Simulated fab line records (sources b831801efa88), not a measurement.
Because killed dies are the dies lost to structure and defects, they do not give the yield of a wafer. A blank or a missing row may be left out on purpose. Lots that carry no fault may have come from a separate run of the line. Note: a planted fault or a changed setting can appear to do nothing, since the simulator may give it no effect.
A struck lot beside a sound one + flow sky130 + 26 steps out of a route of 708
Sound: wafers L553.2, L553.5, L553.6. Wafers L560.4, L560.5, L560.6 were the ones struck. The cause is named last.
At each step with rows: each side's tool, then ch and its chambers, then its first start. Under that, the readings that differ: sound wafers + struck wafers + difference of the means + sigmas: that difference in standard deviations of wafers without a fault.
alike: readings with means less than 2 such deviations apart, plus words and numbers identical on both sides. not compared: withheld readings, readings lacking a value on some wafer, bounds such as >300 that could conceal the same value, and numbers that have no deviation in the record and whose values overlap.
The two part at a step that has a row with sigmas, a row that says differs or no value, or rows on one side only. Numbers that have no deviation but don't overlap get no sigmas and don't part them. A reading that every wafer of one side lacks parts them only if that side has two wafers or more.

first, 10 steps without rows for these wafers: SKY_SONOS_ONO_COAT_08 (resist thk 1140 nm); SKY_SONOS_ONO_SOFTBAKE_09 (time 60 s); SKY_SONOS_ONO_EXPOSE_10 (exposes mask ONOM, target cd 410 nm); SKY_SONOS_ONO_PEB_11; SKY_SONOS_ONO_DEVELOP_12 (develop time 60 s); SKY_SONOS_ONO_ETCH_15 (etches the open film in CHF3/O2, target depth 19.52 nm, time 7.8 s); SKY_SONOS_ONO_WET_ETCH_16 (etches SiO2 in dHF, target depth 14 nm, time 280 s); SKY_SONOS_ONO_STRIP_17 (strips in O2/N2); SKY_SONOS_ONO_WET_ETCH_18 (etches Si3N4 in H3PO4, target depth 15 nm, time 172 s); SKY_GATE_OXIDE_CLEAN_00 (cleans in SC1/SC2, time 150 s).
SKY_GATE_OXIDE_OXIDATION_01: stabilise 600 s, purge 300 s, target thk 10.268 nm.
  sound on furnace-01 ch 0, day 14 12:12; struck on furnace-01 ch 0, day 17 04:34
| reading                                           | sound                | struck               | difference | sigmas      |
|---------------------------------------------------|----------------------|----------------------|------------|-------------|
| spike_tc_bottom_C (C)                             | 915.6 916.1 916.1    | 930.6 932.0 932.6    | +15.8      | +9          |
| spike_tc_centre_C (C)                             | 897.7 900.5 900.7    | 916.4 914.9 915.9    | +16.1      | +15         |
| spike_tc_lower_C (C)                              | 900.8 900.5 899.1    | 918.6 915.7 915.9    | +16.6      | +14         |
| spike_tc_top_C (C)                                | 907.1 908.6 909.1    | 924.1 924.8 924.4    | +16.2      | +15         |
| spike_tc_upper_C (C)                              | 899.6 898.9 900.2    | 915.4 915.1 914.7    | +15.5      | +16         |
| tube_center_temp_C (C)                            | 900.02 900.02 900.01 | 915.27 915.51 915.47 | +15.40     | +99 or more |
| tube_center_temp_C_max                            | 902.1 902.1 902.4    | 917.6 917.7 918.1    | +15.6      | +40         |
| zone_power_upper_pct (%)                          | 17.4 17.2 17.5       | 18.2 18.3 18.3       | +0.9       | +3          |
| model.SiO2_of_GATE_OXIDE_OXIDATION_01.thk_nm (nm) | 10.46 10.43 10.38    | 12.04 11.83 11.94    | +1.51      |             |
  alike: zone_power_top_pct
SKY_GATE_OXIDE_THK_MEAS_02:
  sound on film_metro-03, day 14 13:37; struck on film_metro-03, day 17 06:00
| reading                          | sound             | struck            | difference | sigmas |
|----------------------------------|-------------------|-------------------|------------|--------|
| GATE_OXIDE_OXIDATION_00_THK (nm) | 10.42 10.48 10.28 | 12.11 11.80 12.01 | +1.58      | +8     |
then, 11 steps without rows for these wafers: SKY_GATE_OXIDE_DEHYDRATE_03 (time 60 s); SKY_GATE_OXIDE_HMDS_04 (prime time 60 s); SKY_GATE_OXIDE_COAT_05 (resist thk 1140 nm); SKY_GATE_OXIDE_SOFTBAKE_06 (time 60 s); SKY_GATE_OXIDE_EXPOSE_07 (exposes mask LVOM, target cd 600 nm); SKY_GATE_OXIDE_PEB_08; SKY_GATE_OXIDE_DEVELOP_09 (develop time 60 s); SKY_GATE_OXIDE_IMPLANT_11; SKY_GATE_OXIDE_WET_ETCH_12 (etches SiO2 in dHF, target depth 16.8 nm, time 336 s); SKY_GATE_OXIDE_STRIP_13 (strips in O2/N2); SKY_GATE_OXIDE_CLEAN_15 (cleans in SC1/SC2, time 150 s).
SKY_GATE_OXIDE_OXIDATION_16: stabilise 600 s, purge 300 s, target thk 3.57 nm.
  sound on furnace-01 ch 0, day 15 18:16; struck on furnace-01 ch 0, day 18 12:20
| reading                                           | sound            | struck           | difference | sigmas |
|---------------------------------------------------|------------------|------------------|------------|--------|
| model.SiO2_of_GATE_OXIDE_OXIDATION_01.thk_nm (nm) | 11.83 11.8 11.78 | 13.28 13.07 13.2 | +1.38      |        |
  alike: ox_temp_c, spike_tc_bottom_C, spike_tc_centre_C, spike_tc_lower_C, spike_tc_top_C, spike_tc_upper_C, tube_center_temp_C, tube_center_temp_C_max, zone_power_top_pct, zone_power_upper_pct
then, 1 step without rows for these wafers: SKY_POLY_GATE_CVD_00 (deposits poly-Si, target thk 180 nm, time 720 s).
-- a jump in the record: the struck wafers' starts before and after are 30 days apart (it breaks off in module POLY_GATE and resumes in module PAD_OPEN, where the first step shown is number 708 of the route) --
SKY_PAD_OPEN_PROBE_99:
  sound on prober-02, day 47 05:01; struck on prober-01, day 48 21:04
| reading                                | sound                         | struck                        | difference | sigmas |
|----------------------------------------|-------------------------------|-------------------------------|------------|--------|
| model.etest.nfet_16v.r_on_ohm_um       | 1.403e+04 1.384e+04 1.391e+04 | 1.522e+04 1.513e+04 1.518e+04 | +1.250e+03 |        |
| model.etest.pfet_16v.r_on_ohm_um       | 1.561e+04 1.565e+04 1.568e+04 | 1.587e+04 1.605e+04 1.576e+04 | +2.467e+02 |        |
| model.etest.tip_sonos.rs_ohm_sq        | 2757 2747 2707                | 3123 3034 3136                | +361       |        |
| model.etest.pfet_g5v0d10v5.r_on_ohm_um | 4846 4847 4848                | 5142 5124 5084                | +270       |        |
| model.etest.nfet_g5v0d10v5.r_on_ohm_um | 1905 1881 1926                | 2028 2029 2019                | +121       |        |
| model.etest.nfet_g5v0d10v5.drive_ua_um | 593.1 599.7 592.3             | 530.1 541.2 531.3             | -60.8      |        |
| model.etest.nfet_05v0_nvt.drive_ua_um  | 567 567.6 567                 | 513 514.7 511.8               | -54        |        |
| model.etest.pfet_g5v0d10v5.drive_ua_um | 330.9 330.7 335.3             | 309.4 309.7 308.2             | -23.2      |        |
  alike: killed_at_M0_to_M3, killed_at_M4_up, killed_at_contacts, killed_at_front_end, killed_at_other, killed_dies, killed_open, killed_short

## WHERE THEY PART
First at SKY_GATE_OXIDE_OXIDATION_01; last, within this record, at SKY_GATE_OXIDE_THK_MEAS_02. Later steps at which nothing parts them and some readings are alike: SKY_GATE_OXIDE_OXIDATION_16, SKY_PAD_OPEN_PROBE_99.

WHY: what had been put in by the simulator
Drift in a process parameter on furnace-01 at SKY_GATE_OXIDE_OXIDATION_01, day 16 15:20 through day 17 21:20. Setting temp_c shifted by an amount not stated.
